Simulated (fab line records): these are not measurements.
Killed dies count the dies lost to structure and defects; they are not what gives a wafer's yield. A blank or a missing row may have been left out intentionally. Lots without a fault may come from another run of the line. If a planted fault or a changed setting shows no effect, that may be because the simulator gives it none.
A struck lot beside a sound one ; flow sky130 ; 36 out of 708 route steps
Sound: the wafers L796.2, L796.5, L796.6. Wafers struck: L793.2, L793.3, L793.4. At the end, the cause is stated.
Each step with rows lists, per side, the tool, then ch with its chambers, then its first start. Under that, the readings that differ: sound wafers ; struck wafers ; difference of the means ; sigmas: that difference in standard deviations of wafers without a fault.
alike: readings whose means differ by less than 2 such deviations, and words and numbers that are the same on both sides. not compared: withheld readings, readings that some wafer has no value for, bounds like >300 that may hide the same value, and numbers for which the record gives no deviation and whose values overlap.
The two part at a step that has a row with sigmas, a row that says differs or no value, or rows on one side only. Numbers that have no deviation but don't overlap get no sigmas and don't part them. A reading that every wafer of one side lacks parts them only if that side has two wafers or more.

first, 5 steps without rows for these wafers: SKY_VT_ADJUST_HVTR_COAT_02 (resist thk 1140 nm); SKY_VT_ADJUST_HVTR_SOFTBAKE_03 (time 60 s); SKY_VT_ADJUST_HVTR_EXPOSE_04 (exposes mask HVTRM, target cd 380 nm); SKY_VT_ADJUST_HVTR_PEB_05; SKY_VT_ADJUST_HVTR_DEVELOP_06 (develop time 60 s).
SKY_VT_ADJUST_HVTR_CD_MEAS_07 targets a cd of 380 nm.
  sound on cd sem-01 at day 15 12:35; struck on cd sem-02 at day 14 09:43
  alike: cd nm
SKY_VT_ADJUST_HVTR_OVL_MEAS_08:
  sound on overlay-01 at day 15 12:41; struck on overlay-02 at day 14 09:50
  alike: VT_ADJUST_HVTR_OVL
then, 1 step without rows for these wafers: SKY_VT_ADJUST_HVTR_IMPLANT_09.
SKY_VT_ADJUST_HVTR_STRIP_10: strips in O2/N2.
  sound on plasma asher-03 ch 0,1, day 15 12:52; struck on plasma asher-03 ch 0,1, day 14 10:01
  alike: drypump motor current A, oes product au, strip time to endpoint s
  not compared: rf hours counter h
SKY_VT_ADJUST_HVTR_TW_MEAS_11:
  sound on film metro-02 at day 15 12:59; struck on film metro-01 at day 14 10:07
reading;sound;struck;difference;sigmas
VT_ADJUST_HVTR_TW;214.7 213.2 214.7;208.1 206.6 207.7;-6.7;-3
then, 2 steps without rows for these wafers: SKY_VT_ADJUST_PCH_DEHYDRATE_00 (time 60 s); SKY_VT_ADJUST_PCH_HMDS_01 (prime time 60 s).
SKY_VT_ADJUST_PCH_COAT_02: resist thk 3000 nm.
  struck on litho track-03, day 14 23:29; sound on litho track-03 ch 0, day 16 02:44
  no value came back on the struck wafers for chill plate temp C (C), dispense pressure kPa (kPa), exhaust pa (Pa); on the sound wafers chill plate temp C (C) reads 23.04 22.91 22.99
then, 4 steps without rows for these wafers: SKY_VT_ADJUST_PCH_SOFTBAKE_03; SKY_VT_ADJUST_PCH_EXPOSE_04 (exposes mask NWM, target cd 840 nm); SKY_VT_ADJUST_PCH_PEB_05; SKY_VT_ADJUST_PCH_DEVELOP_06 (develop time 60 s).
SKY_VT_ADJUST_PCH_OVL_MEAS_07:
  sound on overlay-01 at day 16 16:43; struck on overlay-02 at day 15 12:37
reading;sound;struck;difference;sigmas
VT_ADJUST_PCH_OVL (nm);1.9 0.4 -0.8;- - -;no value on the struck wafers;
then, 1 step without rows for these wafers: SKY_VT_ADJUST_PCH_IMPLANT_08.
SKY_VT_ADJUST_PCH_STRIP_09: strips in O2/N2.
  sound on plasma asher-04 ch 0,1, day 16 16:54; struck on plasma asher-01 ch 0,1, day 15 12:48
  no value came back on the struck wafers for oes product au (a.u.), strip time to endpoint s (s); on the sound wafers oes product au (a.u.) reads 0.715 0.723 0.725
  alike: drypump motor current A
  not compared: rf hours counter h
SKY_VT_ADJUST_PCH_TW_MEAS_10:
  sound on film metro-01 at day 16 17:01; struck on film metro-01 at day 15 12:55
  alike: VT_ADJUST_PCH_TW
then, 7 steps without rows for these wafers: SKY_SONOS_TUNNEL_DEHYDRATE_00 (time 60 s); SKY_SONOS_TUNNEL_HMDS_01 (prime time 60 s); SKY_SONOS_TUNNEL_COAT_02 (resist thk 1140 nm); SKY_SONOS_TUNNEL_SOFTBAKE_03 (time 60 s); SKY_SONOS_TUNNEL_EXPOSE_04 (exposes mask TUNM, target cd 410 nm); SKY_SONOS_TUNNEL_PEB_05; SKY_SONOS_TUNNEL_DEVELOP_06 (develop time 60 s).
SKY_SONOS_TUNNEL_CD_MEAS_07 targets a cd of 410 nm.
  sound on cd sem-02 at day 17 21:23; struck on cd sem-02 at day 16 16:14
  alike: cd nm
SKY_SONOS_TUNNEL_OVL_MEAS_08:
  sound on overlay-02 at day 17 21:29; struck on overlay-02 at day 16 16:20
  alike: SONOS_TUNNEL_OVL
then, 3 steps without rows for these wafers: SKY_SONOS_TUNNEL_IMPLANT_09; SKY_SONOS_TUNNEL_WET_ETCH_10 (etches SiO2 in dHF, target depth 14 nm, time 280 s); SKY_SONOS_TUNNEL_STRIP_11 (strips in SPM, time 600 s).
SKY_SONOS_TUNNEL_TW_MEAS_12:
  sound on film metro-03 at day 17 21:56; struck on film metro-04 at day 16 17:01
reading;sound;struck;difference;sigmas
SONOS_TUNNEL_TW;197.0 197.1 197.0;214.2 214.9 214.2;+17.4;+12
  not compared: hold
SKY_SONOS_ONO_OXIDATION_00: stabilise 600 s, purge 300 s, target thk 2.6 nm.
  sound on furnace-01 ch 0, day 17 23:20; struck on furnace-01 ch 0, day 17 05:44
reading;sound;struck;difference;sigmas
model.SiO2_of_SONOS_ONO_OXIDATION_00.thk nm (nm);2.635 2.626 2.628;2.641 2.685 2.677;+0.038;
  alike: tube_center_temp_C_max
SKY_SONOS_ONO_THK_MEAS_01:
  sound on film metro-02 at day 18 00:41; struck on film metro-03 at day 17 07:10
  alike: SONOS_ONO_OXIDATION_THK

## WHERE THEY PART
Earliest at SKY_VT_ADJUST_HVTR_TW_MEAS_11; latest, in this record, at SKY_SONOS_TUNNEL_TW_MEAS_12. Later steps at which nothing parts them and some readings are alike: SKY_SONOS_ONO_OXIDATION_00, SKY_SONOS_ONO_THK_MEAS_01.

WHY: whatever the simulator had introduced
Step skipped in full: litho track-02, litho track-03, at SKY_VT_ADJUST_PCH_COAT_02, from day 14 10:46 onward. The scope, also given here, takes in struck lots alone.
